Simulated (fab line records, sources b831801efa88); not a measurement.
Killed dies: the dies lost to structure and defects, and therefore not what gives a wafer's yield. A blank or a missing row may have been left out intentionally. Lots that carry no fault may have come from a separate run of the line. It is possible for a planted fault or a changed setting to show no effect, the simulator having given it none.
Struck lot and sound lot, side by side ; flow sky130 ; 32 steps out of a route of 708
Sound: the wafers L965.1, L965.3, L965.6. Struck: wafers L970.1, L970.2, L970.4. The cause is named last.
Order at every step that has rows: each side's tool, ch and its chambers, its first start. Under that, the readings that differ: sound wafers ; struck wafers ; difference of the means ; sigmas: that difference in standard deviations of wafers without a fault.
alike: readings whose means differ by less than 2 such deviations, and words and numbers that are the same on both sides. not compared: withheld readings, readings that some wafer has no value for, bounds like >300 that may hide the same value, and numbers for which the record gives no deviation and whose values overlap.
A row with sigmas, a row that says differs or no value, or rows on one side alone: a step with any of these is where the two part. Numbers that have no deviation but don't overlap get no sigmas and don't part them. A reading that every wafer of one side lacks parts them only if that side has two wafers or more.

SKY_FIELD_ISO_BOW_MEAS_00:
  sound: film-metro-02 at day 1 20:00; struck: film-metro-02 at day 2 21:00
  alike: INCOMING_BOW
SKY_FIELD_ISO_OXIDATION_01: stabilise 600 s, purge 300 s, target thk 12 nm.
  sound on furnace-02 ch 0, day 1 21:41; struck on furnace-01 ch 0, day 3 01:59
reading;sound;struck;difference;sigmas
zone-power-bottom-pct (%);27.2 27.2 27.6;30.1 30.2 29.7;+2.7;+2
SKY_FIELD_ISO_THK_MEAS_02:
  sound: film-metro-01 at day 1 23:12; struck: film-metro-04 at day 3 03:32
reading;sound;struck;difference;sigmas
FIELD_ISO_OXIDATION_00_THK (nm);11.99 11.92 11.90;19.40 19.87 19.12;+7.53;+33
then, 1 step without rows for these wafers: SKY_FIELD_ISO_CVD_03 (deposits Si3N4 from DCS/NH3, target thk 165 nm, time 2830 s).
SKY_FIELD_ISO_THK_MEAS_04:
  sound: film-metro-01 at day 2 01:11; struck: film-metro-01 at day 3 07:16
  alike: FIELD_ISO_CVD_03_THK
then, 8 steps without rows for these wafers: SKY_FIELD_ISO_DEHYDRATE_05 (time 60 s); SKY_FIELD_ISO_HMDS_06 (prime time 60 s); SKY_FIELD_ISO_COAT_07 (resist thk 60 nm); SKY_FIELD_ISO_COAT_08 (resist thk 450 nm); SKY_FIELD_ISO_SOFTBAKE_09 (time 90 s); SKY_FIELD_ISO_EXPOSE_10 (exposes mask FOM, target cd 150 nm); SKY_FIELD_ISO_PEB_11; SKY_FIELD_ISO_DEVELOP_12 (develop time 60 s).
SKY_FIELD_ISO_CD_MEAS_13 targets a cd of 150 nm.
  sound: cd-sem-02 at day 2 15:58; struck: cd-sem-02 at day 3 19:50
  alike: cd-nm
SKY_FIELD_ISO_ETCH_14: etches BARC in N2/H2, stops on SiO2, time 45.9 s, target depth 60 nm.
  sound on rie-diel-02 ch 1,2,3, day 2 16:05; struck on rie-diel-04 ch 1,2,3, day 3 19:57
  alike: bias-w, drypump-motor-current-A, oes-product-au, throttle-valve-pct
  not compared: rf-hours-counter-h
SKY_FIELD_ISO_ETCH_15: etches the open film in CHF3/O2, stops on Si, target depth 180 nm, time 72 s.
  sound on rie-diel-02 ch 1,2,3, day 2 16:08; struck on rie-diel-04 ch 1,2,3, day 3 19:59
  alike: bias-w, drypump-motor-current-A, oes-product-au, throttle-valve-pct
  not compared: rf-hours-counter-h
SKY_FIELD_ISO_STRIP_16: strips in O2/N2.
  sound on plasma-asher-02 ch 0,1, day 2 16:11; struck on plasma-asher-04 ch 0,1, day 3 20:03
  alike: drypump-motor-current-A, oes-product-au, strip-time-to-endpoint-s
  not compared: rf-hours-counter-h
SKY_FIELD_ISO_ETCH_17: etches Si in HBr/Cl2/O2, target depth 342 nm, time 97.7 s.
  sound on rie-si-02 ch 0,1, day 2 16:17; struck on rie-si-01 ch 0,1,2, day 3 20:09
  alike: HBr_flow_sccm, bias-w, drypump-motor-current-A, oes-product-au, throttle-valve-pct
  not compared: rf-hours-counter-h
then, 5 steps without rows for these wafers: SKY_FIELD_ISO_WET_ETCH_18 (etches Si3N4 in H3PO4, target depth 25 nm, time 286 s); SKY_FIELD_ISO_CLEAN_19 (cleans in SC1/SC2, time 150 s); SKY_FIELD_ISO_CLEAN_20 (cleans in dHF, time 20 s); SKY_FIELD_ISO_WET_ETCH_21 (etches SiO2 in dHF, target depth 20 nm, time 400 s); SKY_FIELD_ISO_OXIDATION_22 (stabilise 600 s, purge 300 s, target thk 10 nm).
SKY_FIELD_ISO_THK_MEAS_23:
  sound: film-metro-04 at day 2 17:51; struck: film-metro-02 at day 4 03:15
reading;sound;struck;difference;sigmas
FIELD_ISO_OXIDATION_01_THK (nm);10.27 10.23 10.27;9.71 9.85 9.84;-0.46;-3
then, 1 step without rows for these wafers: SKY_FIELD_ISO_CVD_24 (deposits SiO2, target thk 595 nm, time 99.2 s).
SKY_FIELD_ISO_THK_MEAS_25:
  sound: film-metro-01 at day 2 17:59; struck: film-metro-01 at day 4 03:23
  alike: FIELD_ISO_CVD_24_THK
then, 1 step without rows for these wafers: SKY_FIELD_ISO_ANNEAL_26 (time 1800 s).
SKY_FIELD_ISO_CMP_27: polishes, stops on Si3N4, t overpolish 16 s, target thk 457.8 nm.
  sound on cmp-02 ch 0,3, day 2 19:37; struck on cmp-02 ch 0,1,3, day 4 07:37
  alike: motor-current-A, overpolish-run-s, time-to-endpoint-s
then, 1 step without rows for these wafers: SKY_FIELD_ISO_WET_ETCH_28 (etches SiO2 in dHF, target depth 23.7 nm, time 47 s).
SKY_FIELD_ISO_WET_ETCH_29: etches Si3N4 in H3PO4, target depth 160 nm, time 1825 s.
  sound on wet-bench-03 ch 1, day 2 19:57; struck on wet-bench-01 ch 2, day 4 07:56
reading;sound;struck;difference;sigmas
model.SiO2_of_FIELD_ISO_OXIDATION_01.thk-nm (nm);11.71 11.61 11.56;19.06 19.5 18.78;+7.49;
then, 1 step without rows for these wafers: SKY_FIELD_ISO_WET_ETCH_30 (etches SiO2 in dHF, target depth 25 nm, time 50 s).
-- record jumps: 44 days separate the struck wafers' starts on either side; left off in module FIELD_ISO, taken up again in module PAD_OPEN, whose first shown step is the route's number 708 --
SKY_PAD_OPEN_PROBE_99:
  sound: prober-01 at day 46 15:04; struck: prober-02 at day 48 17:26
reading;sound;struck;difference;sigmas
model.etest.sram-nfet-pass.off-log10-a-um;-12.44 -12.52 -12.67;-13.09 -13.3 -13.02;-0.59;
model.etest.diode-pdiff-fingers.leak-log10-a-cm2;-6.631 -6.544 -6.721;-6.939 -7.19 -7.05;-0.428;
model.etest.diode-ndiff-fingers.leak-log10-a-cm2;-6.476 -6.61 -6.452;-6.868 -7.025 -7.082;-0.479;
model.etest.sram-nfet-pass.vt-sat-v (V);0.5566 0.5758 0.5806;0.619 0.6221 0.5917;+0.040;
model.etest.sram-nfet-pass.vt-v (V);0.6538 0.671 0.6786;0.719 0.7252 0.6947;+0.045;
  alike: killed_at_M0_to_M3, killed_at_M4_up, killed-at-contacts, killed-at-front-end, killed-at-other, killed-dies, killed-open, killed-short

WHERE THEY PART
At SKY_FIELD_ISO_OXIDATION_01 first; at SKY_FIELD_ISO_THK_MEAS_23 last (within this record only). Later steps at which nothing parts them and some readings are alike: SKY_FIELD_ISO_THK_MEAS_25, SKY_FIELD_ISO_CMP_27, SKY_PAD_OPEN_PROBE_99.

WHY: what had been put in by the simulator
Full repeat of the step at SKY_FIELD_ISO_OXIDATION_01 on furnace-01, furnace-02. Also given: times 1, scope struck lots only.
